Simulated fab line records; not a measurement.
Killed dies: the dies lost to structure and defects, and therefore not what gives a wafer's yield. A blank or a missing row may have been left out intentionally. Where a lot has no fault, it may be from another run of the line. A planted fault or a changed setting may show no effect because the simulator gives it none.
A lot that was struck, set against a sound lot / flow gf180mcu / 18 steps out of a route of 602
Sound: wafers L873.1, L873.4, L873.6. Struck: wafers L886.4, L886.6 (left out: L886.1, a lot-mate that was not struck); the cause follows at the end.
At each step with rows: each side's tool, then ch and its chambers, then its first start. Under that, the readings that differ: sound wafers / struck wafers / difference of the means / sigmas: that difference in standard deviations of wafers without a fault.
alike: same words and numbers on both sides, and readings whose means sit less than 2 such deviations apart. not compared: any withheld reading, any reading some wafer has no value for, any bound like >300 that may hide the same value, and any number with overlapping values for which the record gives no deviation.
A row with sigmas, a row that says differs or no value, or rows on one side alone: a step with any of these is where the two part. Numbers that don't overlap but have no deviation are shown without sigmas and don't part them. A reading missing from all wafers of one side parts the sides only when that side holds two or more wafers.

first, 2 steps without rows for these wafers: GF_CONTACT_PEB_12 (peb time 90 s); GF_CONTACT_DEVELOP_13 (develop time 60 s).
GF_CONTACT_CD_MEAS_14 targets a cd of 220 nm.
  sound: cd_sem-01 at day 17 07:09; struck: cd_sem-01 at day 22 05:57
  alike: cd_nm
GF_CONTACT_OVL_MEAS_15:
  sound: overlay-01 at day 17 07:16; struck: overlay-02 at day 22 06:04
  alike: CONTACT_OVL
GF_CONTACT_ETCH_16: etches BARC in N2/H2.
  sound on rie_diel-03 ch 1,2,3, day 17 07:19; struck on rie_diel-02 ch 2,3, day 22 06:07
  alike: drypump_motor_current_A, oes_product_au, throttle_valve_pct
GF_CONTACT_ETCH_17: etches SiO2 in C4F8/O2/Ar, stops on CoSi2, target depth 860 nm.
  sound on rie_diel-03 ch 1,2,3; struck on rie_diel-02 ch 2,3
  alike: oes_product_au
GF_CONTACT_STRIP_18: strips in O2/N2.
  sound on plasma_asher-04 ch 0,1, day 17 07:28; struck on plasma_asher-03 ch 0,1, day 22 06:16
  alike: drypump_motor_current_A, heater_power_w, oes_product_au
  not compared: rf_hours_counter_h
then, 4 steps without rows for these wafers: GF_CONTACT_CLEAN_19 (cleans in SPM); GF_CONTACT_CLEAN_20 (cleans in DIW); GF_CONTACT_CLEAN_21 (cleans in dHF, time 20 s); GF_CONTACT_SPUTTER_22 (material Ti, target thk 15 nm, time 80.02 s).
GF_CONTACT_SPUTTER_23: material TiN, target thk 10 nm, time 40 s.
  sound: pvd_sputter-02 at day 17 07:50; struck: pvd_sputter-03 at day 22 06:38
  alike: throttle_valve_pct
GF_CONTACT_CVD_24: deposits W, target thk 300 nm, time 90.339 s.
  sound on cvd_w-02 ch 0,1, day 17 07:52; struck on cvd_w-02 ch 0, day 22 06:41
reading=susceptor_temp_C (C); sound=400.09 400.12 399.96; struck=412.90 413.41; difference=+13.10; sigmas=+65
reading=model.W_of_CONTACT_CVD_24.thk_nm (nm); sound=302.4 302.5 304.7; struck=386.1 382.2; difference=+80.9; sigmas=
  alike: heater_power_w
GF_CONTACT_RS_MEAS_25: the measuring method here is four-point-probe.
  sound: film_metro-01 at day 17 07:58; struck: film_metro-01 at day 22 07:09
reading=CONTACT_W_RS (ohm/sq); sound=0.379 0.380 0.376; struck=0.297 0.300; difference=-0.080; sigmas=-18
  not compared: hold
GF_CONTACT_THK_MEAS_26: measures by xrf.
  sound: film_metro-01 at day 17 08:05; struck: film_metro-01 at day 22 09:50
reading=CONTACT_W_THK (nm); sound=307 308 311; struck=391 390; difference=+82; sigmas=+18
  not compared: hold
GF_CONTACT_CMP_27: polishes, stops on SiO2, t overpolish 13.57 s, target thk 0 nm.
  sound on cmp-02 ch 1,2,3, day 17 08:12; struck on cmp-02 ch 2,3, day 22 10:31
reading=hold; sound=- - -; struck=await_dispo/0.6h/release await_dispo/0.6h/release; difference=no value on the sound wafers; sigmas=
reading=time_to_endpoint_s (s); sound=70 72 70; struck=96 91; difference=+23; sigmas=+6
  alike: edge_zone_pressure_frac, motor_current_A
GF_M1_SPUTTER_00: material Ti, target thk 37.5 nm, time 150 s.
  sound: pvd_sputter-04 at day 17 08:27; struck: pvd_sputter-02 at day 22 10:46
  alike: throttle_valve_pct
-- the record jumps here: 11 days lie between the struck wafers' starts before and after (it left off in module M1 and takes up again in module PASSIVATION, whose first step shown is number 602 of the route) --
GF_PASSIVATION_PROBE_99:
  rows exist in the record for the struck wafers here (prober-02, day 33 16:20), but not for the sound ones

== WHERE THEY PART ==
Last at GF_PASSIVATION_PROBE_99 as far as this record goes, first at GF_CONTACT_CVD_24.

WHY: what had been put in by the simulator
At GF_CONTACT_CVD_24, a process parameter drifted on cvd_w-02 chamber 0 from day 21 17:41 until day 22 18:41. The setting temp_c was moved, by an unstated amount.
